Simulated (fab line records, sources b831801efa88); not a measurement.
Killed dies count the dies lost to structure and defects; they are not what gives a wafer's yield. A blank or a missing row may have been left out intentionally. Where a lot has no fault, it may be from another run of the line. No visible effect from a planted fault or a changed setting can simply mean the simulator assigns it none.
Matching of chambers + flow sky130 + 4 sister chambers for SKY_FIELD_ISO_ETCH_17 on rieSi-02
The step etches Si in HBr/Cl2/O2, target depth 342 nm, time 97.7 s. 14 wafers are shown with their chamber, then 7 later ones without.

EACH WAFER AND ITS CHAMBER
| wafer  | chamber | drypumpMotorCurrentA (A) | throttleValvePct (%) | oesProductAu (a.u.) |
|--------|---------|--------------------------|----------------------|---------------------|
| L413.1 | 3       | 6.0                      | 25.678               | 0.980               |
| L413.3 | 2       | 4.8                      | 25.662               | 0.986               |
| L413.5 | 3       | 6.0                      | 25.667               | 0.987               |
| L415.2 | 2       | 4.8                      | 25.677               | 0.981               |
| L415.5 | 1       | 6.4                      | 25.670               | 0.991               |
| L415.6 | 2       | 4.8                      | 25.659               | 0.979               |
| L418.2 | 1       | 6.5                      | 25.669               | 0.984               |
| L418.5 | 2       | 4.8                      | 25.662               | 0.992               |
| L418.6 | 3       | 6.0                      | 25.667               | 0.990               |
| L420.1 | 0       | 5.5                      | 25.655               | 0.988               |
| L420.2 | 1       | 6.5                      | 25.664               | 0.986               |
| L420.4 | 2       | 4.8                      | 25.654               | 0.995               |
| L428.2 | 3       | 6.0                      | 25.664               | 0.985               |
| L428.4 | 1       | 6.5                      | 25.660               | 0.995               |

SIGNATURES (averages over the wafers above)
| reading              | chamber 0 | chamber 1 | chamber 2 | chamber 3 | scatter within a chamber |
|----------------------|-----------|-----------|-----------|-----------|--------------------------|
| drypumpMotorCurrentA | 5.500     | 6.475     | 4.800     | 6.000     | 0.0274                   |
| throttleValvePct     | 25.65500  | 25.66575  | 25.66280  | 25.66900  | 0.00688                  |
| oesProductAu         | 0.98800   | 0.98900   | 0.98660   | 0.98550   | 0.00562                  |
Rule: a wafer lies at a distance from a chamber equal to the root of the sum of squares, over the readings, of (its reading less the chamber's mean, divided by the reading's scatter). If the next closest chamber is less than 2 further off than the closest, the wafer can't be placed; otherwise it belongs to the closest. The scatter is the square root of a quotient: the sum, over the shown wafers, of each reading's squared deviation from its chamber's mean, divided by wafers minus chambers.

WAFERS WITH NO CHAMBER GIVEN
| wafer  | drypumpMotorCurrentA (A) | throttleValvePct (%) | oesProductAu (a.u.) |
|--------|--------------------------|----------------------|---------------------|
| L428.5 | 5.5                      | 25.672               | 0.993               |
| L434.1 | 6.5                      | 25.669               | 0.992               |
| L434.2 | 6.0                      | 25.649               | 0.995               |
| L434.3 | 4.8                      | 25.658               | 0.999               |
| L435.3 | 4.8                      | 25.642               | 0.983               |
| L435.5 | 4.8                      | 25.668               | 0.983               |
| L435.6 | 6.5                      | 25.658               | 0.988               |

WHICH CHAMBER EACH ONE RAN IN
| wafer  | from the rows above | in truth |
|--------|---------------------|----------|
| L428.5 | 0                   | 0        |
| L434.1 | 1                   | 1        |
| L434.2 | 3                   | 3        |
| L434.3 | 2                   | 2        |
| L435.3 | 2                   | 2        |
| L435.5 | 2                   | 2        |
| L435.6 | 1                   | 1        |
7 of 7 placed correctly. Number that these rows cannot place: 0. 0 placed wrongly.
